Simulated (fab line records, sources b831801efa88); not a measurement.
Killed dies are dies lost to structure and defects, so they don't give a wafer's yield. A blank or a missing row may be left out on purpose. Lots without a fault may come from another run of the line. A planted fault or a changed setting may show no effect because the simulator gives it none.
fab line records | flow gf180mcu
record lots=5 wafers=15 last_day=34
route steps=602 shown STI@15 DNWELL@32 NWELL@42 LVPWELL@54
lots that met no fault: from a run of the same line without faults
start_h: hours from the record's first day to the start of the lot's first wafer shown | wait_h: hours since the lot's step before | " the same as in the row above | L1.1+2: a row that stands for several wafers | - no value, or no start given | * or withheld: withheld | < > ~ a bound
route shown NAME@n: a module of which the file shows steps, and the number in the route of the first | usual: mean/standard deviation of fault-free wafers | same: alike in all rows | chamber/n: place in a boat | sites: the reading at each site | _std_site: their standard deviation | _edge_site: outer sites' mean less inner sites' | radius_mm: how far each site lies from the wafer's centre | mask NAME#n: copy n | behind: the tool/chamber that last shaped the wafer | hold: why the lot was held/for how many hours/how that ended | device: the transistor (n, p or np) that didn't switch | end of line: the same wafers' tests at the end of the route | a step without rows: its recipe alone | killed: dies lost to structure and defects at the first sort, not the wafer's yield | map: a wafer's dies, x killed, . not, _ none there
set.NAME: the setting as run; set.NAME@STEP: as run at that earlier step | model.NAME: the simulator's own value behind a step, which no gauge read
lots at some steps of the route; a table a step, a row a wafer
services: from which hour (start_h, from the record's first day; less than 0 if before it) a tool's chamber was out of use, for how many hours, and why
## steps
# step GF_STI_ETCH_14
# recipe target=Si chemistry=HBr/Cl2/O2 target_depth_nm=360 icp_w=600 bias_w=150 pressure_mtorr=15 HBr_flow_sccm=150 Cl2_flow_sccm=40 O2_flow_sccm=6 time_s=102.9
# usual drypump_motor_current_A=5.5/0.45 oes_product_au=0.998/0.0094 throttle_valve_pct=25.659/0.011
# columns lot.wafer tool chamber start_h wait_h drypump_motor_current_A oes_product_au rf_hours_counter_h throttle_valve_pct
L077.3 rie_si-01 1 40.81 0.0 5.7 1.001 152 25.643
L077.4 " 0 " " 5.3 1.001 3 25.665
L077.5 " 0 " " 5.3 1.003 - 25.655
L084.2 rie_si-01 2 77.81 0.0 6.4 0.994 0 25.657
L084.5 " 3 " " 5.1 0.984 - 25.673
L084.6 " 0 " " 5.3 0.983 - 25.663
L085.2 rie_si-01 0 82.87 0.0 5.3 0.996 3 25.660
L085.4 " 3 " " 5.1 0.977 - 25.687
L085.5 " 2 " " 6.4 0.993 - 25.674
L088.2 rie_si-02 3 97.56 0.0 4.8 1.021 20 25.639
L088.3 " 0 " " 5.4 0.996 1 25.655
L088.4 " 2 " " 5.5 0.987 21 25.673
L095.1 rie_si-02 2 133.10 0.0 5.5 1.002 21 25.660
L095.3 " 3 " " 4.8 1.010 21 25.641
L095.4 " 1 " " 5.9 1.009 129 25.648
# step GF_STI_STRIP_15
# recipe chemistry=O2/N2 power_w=1400 pressure_mtorr=1500 platen_temp_c=250 o2_flow_sccm=3000 n2_flow_sccm=300 overash_fraction=0.5
# usual drypump_motor_current_A=5.77/0.26 heater_power_w=344/32 oes_product_au=0.384/0.0052 strip_time_to_endpoint_s=3.73/0.05
# columns lot.wafer tool chamber start_h wait_h drypump_motor_current_A heater_power_w oes_product_au rf_hours_counter_h strip_time_to_endpoint_s
L077.3 plasma_asher-03 0 40.91 0.1 5.63 374 0.384 - 3.70
L077.4 " 1 " " 5.90 358 0.390 - 3.74
L077.5 " 0 " " 5.61 366 0.379 - 3.65
L084.2 plasma_asher-02 1 77.88 0.0 5.66 376 0.383 28 3.72
L084.5 " 0 " " 6.34 363 0.392 - 3.77
L084.6 " 1 " " 5.65 373 0.372 - 3.68
L085.2 plasma_asher-03 0 82.95 0.0 5.61 364 0.384 42 3.72
L085.4 " 1 " " 5.91 348 0.380 - 3.75
L085.5 " 1 " " 5.90 361 0.385 - 3.74
L088.2 plasma_asher-02 1 97.63 0.0 5.63 378 0.385 30 3.73
L088.3 " 1 " " 5.64 375 0.381 - 3.71
L088.4 " 0 " " 6.34 358 0.383 - 3.75
L095.1 plasma_asher-03 0 133.18 0.0 5.61 367 0.379 48 3.78
L095.3 " 0 " " 5.59 370 0.386 - 3.74
L095.4 " 1 " " 5.91 348 0.384 - 3.69
# step GF_STI_CLEAN_16
# recipe chemistry=dHF time_s=25 dilution=100:1
# columns lot.wafer tool chamber start_h wait_h
L077.3+4+5 wet_bench-03 2 40.98 0.0
L084.2+5+6 wet_bench-04 2 77.98 0.1
L085.2+4+5 wet_bench-02 0 83.05 0.1
L088.2+3+4 wet_bench-02 0 97.73 0.1
L095.1+3+4 wet_bench-04 0 133.28 0.1
# step GF_STI_WET_ETCH_17
# recipe chemistry=H3PO4 target_depth_nm=45 temp_c=160 target=Si3N4 time_s=514
# columns lot.wafer tool chamber start_h wait_h
L077.3+4+5 wet_bench-04 0 40.99 0.0
L084.2+5+6 wet_bench-03 1 78.00 0.0
L085.2+4+5 wet_bench-03 0 83.06 0.0
L088.2+3+4 wet_bench-03 1 97.75 0.0
L095.1+3+4 wet_bench-03 3 133.29 0.0
# step GF_STI_CLEAN_18
# recipe chemistry=SC1/SC2 mix=1:4:20 temp_c=70 time_s=150
# columns lot.wafer tool chamber start_h wait_h
L077.3+4+5 wet_bench-02 0 41.15 0.0
L084.2+5+6 wet_bench-04 0 78.15 0.0
L085.2+4+5 wet_bench-04 2 83.22 0.0
L088.2+3+4 wet_bench-02 0 97.90 0.0
L095.1+3+4 wet_bench-02 3 133.44 0.0
# step GF_STI_CLEAN_19
# recipe chemistry=dHF time_s=20 dilution=100:1
# columns lot.wafer tool chamber start_h wait_h
L077.3+4+5 wet_bench-03 2 41.20 0.0
L084.2+5+6 wet_bench-03 3 78.20 0.0
L085.2+4+5 wet_bench-02 3 83.27 0.0
L088.2+3+4 wet_bench-04 1 97.95 0.0
L095.1+3+4 wet_bench-04 1 133.49 0.0
# step GF_STI_WET_ETCH_20
# recipe chemistry=dHF dilution=100:1 target_depth_nm=20 temp_c=25 dry=ipa_marangoni target=SiO2 time_s=400
# columns lot.wafer tool chamber start_h wait_h
L077.3+4+5 wet_bench-04 2 41.21 0.0
L084.2+5+6 wet_bench-02 0 78.21 0.0
L085.2+4+5 wet_bench-03 1 83.28 0.0
L088.2+3+4 wet_bench-03 1 97.97 0.0
L095.1+3+4 wet_bench-03 1 133.51 0.0
# step GF_STI_OXIDATION_21
# recipe temp_c=1000 ambient=O2 stabilise_s=600 purge_s=300 target_thk_a=150 ox_time_s=458
# usual tube_center_temp_C_max=1002.6/0.42
# columns lot.wafer tool chamber start_h wait_h tube_center_temp_C_max
L077.3 furnace-01 0 42.45 1.1 1002.4
L077.4 " 0 " " 1002.5
L077.5 " 0 " " 1002.7
L084.2 furnace-02 0 78.41 0.1 1003.1
L084.5 " 0 " " 1002.3
L084.6 " 0 " " 1003.3
L085.2 furnace-01 0 83.40 0.0 1002.0
L085.4 " 0 " " 1003.6
L085.5 " 0 " " 1002.4
L088.2 furnace-02 0 98.09 0.0 1002.7
L088.3 " 0 " " 1002.0
L088.4 " 0 " " 1001.9
L095.1 furnace-01 0 133.63 0.0 1002.4
L095.3 " 0 " " 1002.6
L095.4 " 0 " " 1002.4
# step GF_STI_THK_MEAS_22
# recipe reads=SiO2_of_STI_OXIDATION_21
# usual STI_OXIDATION_01_THK=15.0/0.35
# columns lot.wafer tool chamber start_h wait_h STI_OXIDATION_01_THK[nm]
L077.3 film_metro-03 - 43.68 0.1 14.7
L077.4 " - " " 14.8
L077.5 " - " " 14.8
L084.2 film_metro-01 - 79.55 0.0 15.2
L084.5 " - " " 15.2
L084.6 " - " " 15.3
L085.2 film_metro-01 - 84.54 0.0 15.2
L085.4 " - " " 15.2
L085.5 " - " " 15.2
L088.2 film_metro-01 - 99.22 0.0 15.4
L088.3 " - " " 15.5
L088.4 " - " " 15.4
L095.1 film_metro-03 - 134.75 0.0 14.7
L095.3 " - " " 14.9
L095.4 " - " " 14.6
# step GF_STI_CVD_23
# recipe material=SiO2 target_thk_nm=650 sigma_open_frac=0.3 time_s=108.3 temp_c=600 sih4_flow_sccm=60 pressure_mtorr=6
# columns lot.wafer tool chamber start_h wait_h
L077.3+4+5 hdpcvd-02 1,0,2 43.72 0.0
L084.2+5+6 hdpcvd-01 1,2,0 79.60 0.0
L085.2+4+5 hdpcvd-01 1,2,1 84.59 0.0
L088.2+3+4 hdpcvd-02 2,1,2 99.27 0.0
L095.1+3+4 hdpcvd-02 2,0,1 134.81 0.1
# step GF_STI_THK_MEAS_24
# recipe reads=SiO2_of_STI_CVD_23
# usual STI_CVD_23_THK=648/7.4
# columns lot.wafer tool chamber start_h wait_h STI_CVD_23_THK[nm]
L077.3 film_metro-03 - 43.81 0.1 647
L077.4 " - " " 650
L077.5 " - " " 647
L084.2 film_metro-02 - 79.68 0.0 644
L084.5 " - " " 643
L084.6 " - " " 643
L085.2 film_metro-02 - 84.67 0.0 648
L085.4 " - " " 645
L085.5 " - " " 648
L088.2 film_metro-02 - 99.36 0.0 647
L088.3 " - " " 652
L088.4 " - " " 644
L095.1 film_metro-01 - 134.89 0.0 645
L095.3 " - " " 641
L095.4 " - " " 645
# step GF_STI_CMP_25
# recipe stop_on=Si3N4 t_overpolish_s=33 down_force_psi=4 platen_rpm=60 target_thk_nm=524.6 pad_velocity_m_s=0.94248
# usual motor_current_A=12.7/1.9 overpolish_run_s=33.000/0.0094 time_to_endpoint_s=122/6.3
# columns lot.wafer tool chamber start_h wait_h motor_current_A overpolish_run_s time_to_endpoint_s
L077.3 cmp-02 2 43.90 0.1 10.5 33.011 125
L077.4 " 0 " " 10.6 32.998 124
L077.5 " 1 " " 11.7 33.001 121
L084.2 cmp-01 3 79.73 0.0 12.8 33.006 131
L084.6 " 3 " " 13.3 32.972 134
L084.5 " 0 " " 16.6 33.011 120
L085.4 cmp-02 1 84.77 0.1 12.0 32.995 114
L085.2 " 2 " " 11.1 33.003 119
L085.5 " 0 " " 10.6 33.007 119
L088.2 cmp-01 1 99.41 0.0 12.8 32.984 126
L088.4 " 2 " " 14.1 33.008 113
L088.3 " 0 " " 16.4 32.990 117
L095.4 cmp-01 1 134.95 0.0 12.5 33.000 136
L095.3 " 3 " " 13.0 32.996 133
L095.1 " 0 " " 16.4 32.974 119
# step GF_STI_WET_ETCH_26
# recipe chemistry=dHF target_depth_nm=94 target=SiO2 temp_c=25 dilution=10:1 time_s=188
# columns lot.wafer tool chamber start_h wait_h
L077.3+4+5 wet_bench-02 1 44.15 0.2
L084.2+5+6 wet_bench-02 3 80.03 0.2
L085.2+4+5 wet_bench-04 1 85.02 0.1
L088.2+3+4 wet_bench-03 0 99.71 0.2
L095.1+3+4 wet_bench-02 3 135.25 0.1
# step GF_STI_WET_ETCH_27
# recipe chemistry=H3PO4 target_depth_nm=160 target=Si3N4 temp_c=160 time_s=1825
# columns lot.wafer tool chamber start_h wait_h
L077.3+4+5 wet_bench-03 1 44.21 0.0
L084.2+5+6 wet_bench-03 2 80.10 0.0
L085.2+4+5 wet_bench-03 0 85.09 0.0
L088.2+3+4 wet_bench-03 3 99.77 0.0
L095.1+3+4 wet_bench-03 3 135.31 0.0
# step GF_STI_WET_ETCH_28
# recipe chemistry=dHF target_depth_nm=20 dry=ipa_marangoni target=SiO2 temp_c=25 dilution=10:1 time_s=40
# columns lot.wafer tool chamber start_h wait_h
L077.3+4+5 wet_bench-04 1 44.73 0.0
L084.2+5+6 wet_bench-02 1 80.61 0.0
L085.2+4+5 wet_bench-02 0 85.61 0.0
L088.2+3+4 wet_bench-02 0 100.29 0.0
L095.1+3+4 wet_bench-02 2 135.83 0.0
# step GF_STI_OXIDATION_29
# recipe temp_c=900 ambient=O2 stabilise_s=600 purge_s=300 target_thk_a=100 ox_time_s=1418
# usual tube_center_temp_C_max=902.4/0.41
# columns lot.wafer tool chamber start_h wait_h tube_center_temp_C_max
L077.3 furnace-02 0 45.09 0.3 901.7
L077.4 " 0 " " 903.5
L077.5 " 0 " " 903.0
L084.2 furnace-02 0 80.63 0.0 902.5
L084.5 " 0 " " 903.2
L084.6 " 0 " " 902.5
L085.2 furnace-02 0 86.14 0.5 902.0
L085.4 " 0 " " 902.0
L085.5 " 0 " " 902.2
L088.2 furnace-01 0 101.51 1.2 902.0
L088.3 " 0 " " 902.7
L088.4 " 0 " " 902.5
L095.1 furnace-02 0 136.64 0.8 902.1
L095.3 " 0 " " 901.7
L095.4 " 0 " " 903.2
# step GF_STI_THK_MEAS_30
# recipe reads=SiO2_of_STI_OXIDATION_29
# usual STI_OXIDATION_02_THK=9.99/0.17
# columns lot.wafer tool chamber start_h wait_h STI_OXIDATION_02_THK[nm]
L077.3 film_metro-02 - 46.50 0.0 9.83
L077.4 " - " " 9.81
L077.5 " - " " 9.76
L084.2 film_metro-01 - 82.04 0.0 10.27
L084.5 " - " " 10.06
L084.6 " - " " 10.02
L085.2 film_metro-01 - 87.54 0.0 10.08
L085.4 " - " " 10.01
L085.5 " - " " 10.09
L088.2 film_metro-03 - 102.92 0.0 10.14
L088.3 " - " " 9.90
L088.4 " - " " 10.07
L095.1 film_metro-01 - 138.03 0.0 10.13
L095.3 " - " " 10.28
L095.4 " - " " 10.12
# step GF_DNWELL_DEHYDRATE_00
# recipe temp_c=200 time_s=60
# columns lot.wafer tool chamber start_h wait_h
L077.3+4+5 litho_track-03 0 52.16 5.6
L084.2+5+6 litho_track-01 0 88.52 6.5
L085.2+4+5 litho_track-03 0 94.18 6.6
L088.2+3+4 litho_track-01 0 109.07 6.1
L095.1+3+4 litho_track-01 0 145.04 7.0
# step GF_DNWELL_HMDS_01
# recipe prime_time_s=60 prime_temp_c=120
# columns lot.wafer tool chamber start_h wait_h
L077.3+4+5 litho_track-03 0 52.31 0.1
L084.2+5+6 litho_track-01 0 88.67 0.1
L085.2+4+5 litho_track-03 0 94.33 0.1
L088.2+3+4 litho_track-01 0 109.22 0.1
L095.1+3+4 litho_track-01 0 145.19 0.1
# step GF_DNWELL_COAT_02
# recipe spin_rpm=2000 resist_thk_nm=3000
# columns lot.wafer tool chamber start_h wait_h
L077.3+4+5 litho_track-03 0 52.46 0.1
L084.2+5+6 litho_track-01 0 88.82 0.1
L085.2+4+5 litho_track-03 0 94.48 0.1
L088.2+3+4 litho_track-01 0 109.37 0.1
L095.1+3+4 litho_track-01 0 145.34 0.1
# step GF_DNWELL_SOFTBAKE_03
# recipe temp_c=110 time_s=withheld
# columns lot.wafer tool chamber start_h wait_h
L077.3+4+5 litho_track-03 0 52.63 0.1
L084.2+5+6 litho_track-01 0 88.98 0.1
L085.2+4+5 litho_track-03 0 94.64 0.1
L088.2+3+4 litho_track-01 0 109.53 0.1
L095.1+3+4 litho_track-01 0 145.49 0.1
# step GF_DNWELL_EXPOSE_04
# recipe mask_id=DNWELL target_cd_nm=1700 na=0.6 source_shape=conventional sigma_outer=0.6 dose_mj=260
# columns lot.wafer tool chamber start_h wait_h mask
L077.3+4+5 iline_stepper-02 0 - - DNWELL#0
L084.2+5+6 iline_stepper-02 0 - - DNWELL#0
L085.2+4+5 iline_stepper-02 0 - - DNWELL#0
L088.2+3+4 iline_stepper-01 0 - - DNWELL#0
L095.1+3+4 iline_stepper-01 0 - - DNWELL#0
# step GF_DNWELL_PEB_05
# recipe temp_c=115 time_s=withheld
# columns lot.wafer tool chamber start_h wait_h
L077.3+4+5 litho_track-03 0 - -
L084.2+5+6 litho_track-01 0 - -
L085.2+4+5 litho_track-03 0 - -
L088.2+3+4 litho_track-03 0 - -
L095.1+3+4 litho_track-04 0 - -
# step GF_DNWELL_DEVELOP_06
# recipe wall_angle_deg=90 develop_time_s=60 dev_temp_c=23
# columns lot.wafer tool chamber start_h wait_h
L077.3+4+5 litho_track-03 0 - -
L084.2+5+6 litho_track-01 0 - -
L085.2+4+5 litho_track-03 0 - -
L088.2+3+4 litho_track-03 0 - -
L095.1+3+4 litho_track-04 0 - -
# step GF_DNWELL_IMPLANT_07
# recipe species=P energy_kev=1500 dose_cm2=1e+13 tilt_deg=0
# usual beam_energy_keV=1500.0/0.49
# columns lot.wafer tool chamber start_h wait_h beam_energy_keV
L077.3 implanter-01 0 58.56 - 1499.5
L077.4 " 0 " " 1499.1
L077.5 " 0 " " 1499.9
L084.2 implanter-01 0 95.62 - 1499.2
L084.5 " 0 " " 1500.1
L084.6 " 0 " " 1500.4
L085.2 implanter-04 0 101.23 - 1500.4
L085.4 " 0 " " 1499.8
L085.5 " 0 " " 1500.1
L088.2 implanter-03 0 117.28 - 1500.7
L088.3 " 0 " " 1499.2
L088.4 " 0 " " 1500.0
L095.1 implanter-01 0 153.27 - 1499.8
L095.3 " 0 " " 1500.3
L095.4 " 0 " " 1500.0
# step GF_DNWELL_STRIP_08
# recipe chemistry=O2/N2 power_w=1400 pressure_mtorr=1500 platen_temp_c=250 o2_flow_sccm=3000 n2_flow_sccm=300 overash_fraction=0.5
# usual drypump_motor_current_A=5.8/0.49 heater_power_w=328/34 oes_product_au=0.723/0.005 strip_time_to_endpoint_s=36.97/0.091
# columns lot.wafer tool chamber start_h wait_h drypump_motor_current_A heater_power_w oes_product_au rf_hours_counter_h strip_time_to_endpoint_s
L077.3 plasma_asher-01 1 58.69 0.1 5.7 309 0.723 - 36.97
L077.4 " 0 " " 5.5 292 0.729 - 36.99
L077.5 " 0 " " 5.6 285 0.731 - 36.98
L084.2 plasma_asher-04 1 95.74 0.1 6.3 319 0.724 46 36.89
L084.5 " 0 " " 4.8 285 0.712 - 36.91
L084.6 " 1 " " 6.4 322 0.722 - 36.86
L085.2 plasma_asher-04 0 101.36 0.1 4.9 280 0.720 46 37.03
L085.4 " 1 " " 6.4 324 0.728 - 36.95
L085.5 " 1 " " 6.4 324 0.728 - 36.80
L088.2 plasma_asher-02 1 117.41 0.1 5.6 375 0.724 32 37.05
L088.3 " 1 " " 5.6 366 0.717 - 37.03
L088.4 " 0 " " 6.3 368 0.724 - 37.08
L095.1 plasma_asher-02 1 153.42 0.1 5.6 366 0.724 36 36.92
L095.3 " 1 " " 5.6 370 0.718 - 36.95
L095.4 " 0 " " 6.4 367 0.723 - 36.89
# step GF_DNWELL_TW_MEAS_09
# usual DNWELL_TW=1342/13
# columns lot.wafer tool chamber start_h wait_h DNWELL_TW
L077.3 film_metro-04 - 58.78 0.1 1333
L077.4 " - " " 1334
L077.5 " - " " 1330
L084.2 film_metro-01 - 95.85 0.1 1335
L084.5 " - " " 1340
L084.6 " - " " 1334
L085.2 film_metro-02 - 101.47 0.1 1362
L085.4 " - " " 1355
L085.5 " - " " 1355
L088.2 film_metro-01 - 117.52 0.1 1346
L088.3 " - " " 1340
L088.4 " - " " 1331
L095.1 film_metro-02 - 153.52 0.1 1351
L095.3 " - " " 1354
L095.4 " - " " 1359
# step GF_NWELL_DEHYDRATE_00
# recipe temp_c=200 time_s=60
# columns lot.wafer tool chamber start_h wait_h
L077.3+4+5 litho_track-02 0 64.76 6.0
L084.2+5+6 litho_track-01 0 101.77 5.9
L085.2+4+5 litho_track-01 0 107.77 6.3
L088.2+3+4 litho_track-02 0 124.23 6.7
L095.1+3+4 litho_track-04 0 160.87 7.3
# step GF_NWELL_HMDS_01
# recipe prime_time_s=60 prime_temp_c=120
# columns lot.wafer tool chamber start_h wait_h
L077.3+4+5 litho_track-02 0 64.91 0.1
L084.2+5+6 litho_track-01 0 101.92 0.1
L085.2+4+5 litho_track-01 0 107.92 0.1
L088.2+3+4 litho_track-02 0 124.38 0.1
L095.1+3+4 litho_track-04 0 161.02 0.1
# step GF_NWELL_COAT_02
# recipe spin_rpm=2000 resist_thk_nm=3000
# columns lot.wafer tool chamber start_h wait_h
L077.3+4+5 litho_track-02 0 65.06 0.1
L084.2+5+6 litho_track-01 0 102.07 0.1
L085.2+4+5 litho_track-01 0 108.07 0.1
L088.2+3+4 litho_track-02 0 124.53 0.1
L095.1+3+4 litho_track-04 0 161.17 0.1
# step GF_NWELL_SOFTBAKE_03
# recipe temp_c=110 time_s=withheld
# columns lot.wafer tool chamber start_h wait_h
L077.3+4+5 litho_track-02 0 65.22 0.1
L084.2+5+6 litho_track-01 0 102.23 0.1
L085.2+4+5 litho_track-01 0 108.23 0.1
L088.2+3+4 litho_track-02 0 124.69 0.1
L095.1+3+4 litho_track-04 0 161.32 0.1
# step GF_NWELL_EXPOSE_04
# recipe mask_id=Nwell target_cd_nm=860 na=0.6 source_shape=conventional sigma_outer=0.6 dose_mj=260
# columns lot.wafer tool chamber start_h wait_h mask
L077.3+4+5 iline_stepper-02 0 - - Nwell#0
L084.2+5+6 iline_stepper-01 0 - - Nwell#0
L085.2+4+5 iline_stepper-02 0 - - Nwell#0
L088.2+3+4 iline_stepper-01 0 - - Nwell#0
L095.1+3+4 iline_stepper-01 0 - - Nwell#0
# step GF_NWELL_PEB_05
# recipe temp_c=115 time_s=withheld
# columns lot.wafer tool chamber start_h wait_h
L077.3+4+5 litho_track-01 0 - -
L084.2+5+6 litho_track-02 0 - -
L085.2+4+5 litho_track-01 0 - -
L088.2+3+4 litho_track-04 0 - -
L095.1+3+4 litho_track-02 0 - -
# step GF_NWELL_DEVELOP_06
# recipe wall_angle_deg=90 develop_time_s=60 dev_temp_c=23
# columns lot.wafer tool chamber start_h wait_h
L077.3+4+5 litho_track-01 0 - -
L084.2+5+6 litho_track-02 0 - -
L085.2+4+5 litho_track-01 0 - -
L088.2+3+4 litho_track-04 0 - -
L095.1+3+4 litho_track-02 0 - -
# step GF_NWELL_OVL_MEAS_07
# usual NWELL_OVL=0.3/1.3
# columns lot.wafer tool chamber start_h wait_h NWELL_OVL[nm]
L077.3 overlay-01 - 71.91 - -0.6
L077.4 " - " " -1.1
L077.5 " - " " -0.1
L084.2 overlay-02 - 109.21 - -3.2
L084.5 " - " " -2.8
L084.6 " - " " -2.4
L085.2 overlay-02 - 115.70 - -0.9
L085.4 " - " " 0.9
L085.5 " - " " 0.0
L088.2 overlay-01 - 132.38 - 0.6
L088.3 " - " " -1.6
L088.4 " - " " -0.6
L095.1 overlay-01 - 169.75 - 0.5
L095.3 " - " " 0.2
L095.4 " - " " 1.0
# step GF_NWELL_IMPLANT_08
# recipe species=P energy_kev=450 dose_cm2=1.5e+13 tilt_deg=0
# usual beam_energy_keV=450.00/0.14
# columns lot.wafer tool chamber start_h wait_h beam_energy_keV
L077.3 implanter-03 0 71.98 0.1 450.07
L077.4 " 0 " " 449.83
L077.5 " 0 " " 449.98
L084.2 implanter-01 0 109.27 0.0 449.97
L084.5 " 0 " " 450.08
L084.6 " 0 " " 450.19
L085.2 implanter-01 0 115.75 0.0 450.12
L085.4 " 0 " " 450.00
L085.5 " 0 " " 450.12
L088.2 implanter-01 0 132.43 0.0 449.82
L088.3 " 0 " " 449.82
L088.4 " 0 " " 449.92
L095.1 implanter-01 0 169.79 0.0 450.01
L095.3 " 0 " " 450.14
L095.4 " 0 " " 449.99
# step GF_NWELL_IMPLANT_09
# recipe species=P energy_kev=160 dose_cm2=4e+12 tilt_deg=0
# usual beam_energy_keV=160.00/0.049
# columns lot.wafer tool chamber start_h wait_h beam_energy_keV
L077.3 implanter-03 0 72.13 0.1 159.89
L077.4 " 0 " " 159.90
L077.5 " 0 " " 159.93
L084.2 implanter-01 0 109.42 0.1 159.97
L084.5 " 0 " " 159.92
L084.6 " 0 " " 160.04
L085.2 implanter-01 0 115.90 0.1 159.98
L085.4 " 0 " " 159.96
L085.5 " 0 " " 159.94
L088.2 implanter-01 0 132.58 0.1 160.02
L088.3 " 0 " " 160.04
L088.4 " 0 " " 160.12
L095.1 implanter-01 0 169.94 0.1 159.99
L095.3 " 0 " " 160.09
L095.4 " 0 " " 159.98
# step GF_NWELL_STRIP_10
# recipe chemistry=O2/N2 power_w=1400 pressure_mtorr=1500 platen_temp_c=250 o2_flow_sccm=3000 n2_flow_sccm=300 overash_fraction=0.5
# usual drypump_motor_current_A=5.8/0.43 heater_power_w=352/28 oes_product_au=0.722/0.0046 strip_time_to_endpoint_s=36.96/0.099
# columns lot.wafer tool chamber start_h wait_h drypump_motor_current_A heater_power_w oes_product_au rf_hours_counter_h strip_time_to_endpoint_s
L077.3 plasma_asher-02 0 72.26 0.1 6.4 371 0.719 - 36.96
L077.4 " 1 " " 5.6 373 0.720 - 36.83
L077.5 " 1 " " 5.6 369 0.728 - 36.89
L084.2 plasma_asher-02 0 109.54 0.1 6.3 373 0.727 31 36.89
L084.5 " 1 " " 5.6 378 0.723 - 36.99
L084.6 " 0 " " 6.4 373 0.717 - 36.90
L085.2 plasma_asher-02 1 116.03 0.1 5.6 368 0.718 32 37.03
L085.4 " 0 " " 6.3 373 0.725 - 37.05
L085.5 " 1 " " 5.6 361 0.724 - 36.98
L088.2 plasma_asher-03 0 132.71 0.1 5.6 376 0.723 48 36.93
L088.3 " 1 " " 5.9 348 0.717 - 36.87
L088.4 " 0 " " 5.6 372 0.714 - 36.89
L095.1 plasma_asher-03 1 170.09 0.1 5.9 342 0.723 51 37.10
L095.3 " 1 " " 5.9 358 0.723 - 37.01
L095.4 " 0 " " 5.6 365 0.729 - 37.07
# step GF_NWELL_TW_MEAS_11
# usual NWELL_TW=1565/12
# columns lot.wafer tool chamber start_h wait_h NWELL_TW
L077.3 film_metro-02 - 72.35 0.1 1580
L077.4 " - " " 1594
L077.5 " - " " 1573
L084.2 film_metro-03 - 109.65 0.1 1558
L084.5 " - " " 1567
L084.6 " - " " 1572
L085.2 film_metro-04 - 116.14 0.1 1560
L085.4 " - " " 1551
L085.5 " - " " 1555
L088.2 film_metro-02 - 132.82 0.1 1577
L088.3 " - " " 1573
L088.4 " - " " 1578
L095.1 film_metro-04 - 170.19 0.1 1554
L095.3 " - " " 1563
L095.4 " - " " 1552
# step GF_LVPWELL_DEHYDRATE_00
# recipe temp_c=200 time_s=60
# columns lot.wafer tool chamber start_h wait_h
L077.3+4+5 litho_track-01 0 78.24 5.9
L084.2+5+6 litho_track-02 0 116.33 6.7
L085.2+4+5 litho_track-03 0 123.08 6.9
L088.2+3+4 litho_track-02 0 139.83 7.0
L095.1+3+4 litho_track-03 0 177.76 7.6
# step GF_LVPWELL_HMDS_01
# recipe prime_time_s=60 prime_temp_c=120
# columns lot.wafer tool chamber start_h wait_h
L077.3+4+5 litho_track-01 0 78.39 0.1
L084.2+5+6 litho_track-02 0 116.48 0.1
L085.2+4+5 litho_track-03 0 123.23 0.1
L088.2+3+4 litho_track-02 0 139.98 0.1
L095.1+3+4 litho_track-03 0 177.91 0.1
# step GF_LVPWELL_COAT_02
# recipe spin_rpm=2000 resist_thk_nm=3000
# columns lot.wafer tool chamber start_h wait_h
L077.3+4+5 litho_track-01 0 78.54 0.1
L084.2+5+6 litho_track-02 0 116.63 0.1
L085.2+4+5 litho_track-03 0 123.38 0.1
L088.2+3+4 litho_track-02 0 140.13 0.1
L095.1+3+4 litho_track-03 0 178.06 0.1
# step GF_LVPWELL_SOFTBAKE_03
# recipe temp_c=110 time_s=withheld
# columns lot.wafer tool chamber start_h wait_h
L077.3+4+5 litho_track-01 0 78.71 0.1
L084.2+5+6 litho_track-02 0 116.79 0.1
L085.2+4+5 litho_track-03 0 123.54 0.1
L088.2+3+4 litho_track-02 0 140.29 0.1
L095.1+3+4 litho_track-03 0 178.21 0.1
# step GF_LVPWELL_EXPOSE_04
# recipe mask_id=LVPWELL target_cd_nm=600 na=0.6 source_shape=conventional sigma_outer=0.6 dose_mj=260
# columns lot.wafer tool chamber start_h wait_h mask
L077.3+4+5 iline_stepper-02 0 - - LVPWELL#0
L084.2+5+6 iline_stepper-02 0 - - LVPWELL#0
L085.2+4+5 iline_stepper-01 0 - - LVPWELL#0
L088.2+3+4 iline_stepper-01 0 - - LVPWELL#0
L095.1+3+4 iline_stepper-02 0 - - LVPWELL#0
# step GF_LVPWELL_PEB_05
# recipe temp_c=115 time_s=withheld
# columns lot.wafer tool chamber start_h wait_h
L077.3+4+5 litho_track-02 0 - -
L084.2+5+6 litho_track-02 0 - -
L085.2+4+5 litho_track-02 0 - -
L088.2+3+4 litho_track-03 0 - -
L095.1+3+4 litho_track-03 0 - -
# step GF_LVPWELL_DEVELOP_06
# recipe wall_angle_deg=90 develop_time_s=60 dev_temp_c=23
# columns lot.wafer tool chamber start_h wait_h
L077.3+4+5 litho_track-02 0 - -
L084.2+5+6 litho_track-02 0 - -
L085.2+4+5 litho_track-02 0 - -
L088.2+3+4 litho_track-03 0 - -
L095.1+3+4 litho_track-03 0 - -
# step GF_LVPWELL_OVL_MEAS_07
# usual LVPWELL_OVL=0.0/1.4
# columns lot.wafer tool chamber start_h wait_h LVPWELL_OVL[nm]
L077.3 overlay-01 - 85.67 - -1.8
L077.4 " - " " -0.8
L077.5 " - " " -0.7
L084.2 overlay-01 - 124.22 - -3.0
L084.5 " - " " -0.1
L084.6 " - " " -1.6
L085.2 overlay-01 - 131.31 - -2.2
L085.4 " - " " -2.2
L085.5 " - " " -2.2
L088.2 overlay-01 - 148.26 - -0.1
L088.3 " - " " 2.2
L088.4 " - " " 1.4
L095.1 overlay-01 - 186.36 - 0.1
L095.3 " - " " 0.9
L095.4 " - " " 1.7
## services
# columns tool chamber start_h hours kind
cmp-02 - 28.12 0.9 repair
plasma_asher-02 - 29.09 6.7 repair
plasma_asher-03 - 33.58 4.3 pm
implanter-03 - 35.36 1.8 repair
furnace-01 - 36.42 3.4 pm
iline_stepper-01 - 38.71 1.7 pm
cmp-01 - 39.02 4.0 repair
iline_stepper-02 - 40.38 1.7 pm
plasma_asher-02 - 44.05 2.4 repair
implanter-01 - 65.95 4.2 pm
cmp-01 - 68.94 4.0 pm
furnace-02 - 82.03 4.1 pm
cmp-01 - 92.17 2.5 pm
implanter-03 - 117.47 17.8 pm
cmp-01 - 120.36 6.0 pm
plasma_asher-02 - 124.61 0.7 repair
cmp-01 - 135.87 4.0 repair
furnace-01 - 144.67 2.1 pm
hdpcvd-02 - 154.24 0.2 repair
implanter-01 - 158.39 9.6 pm
furnace-02 - 161.86 4.3 pm
cmp-01 - 171.55 12.0 pm
implanter-01 - 182.17 1.1 repair
rie_si-01 3 183.66 1.6 repair
## key
fault none
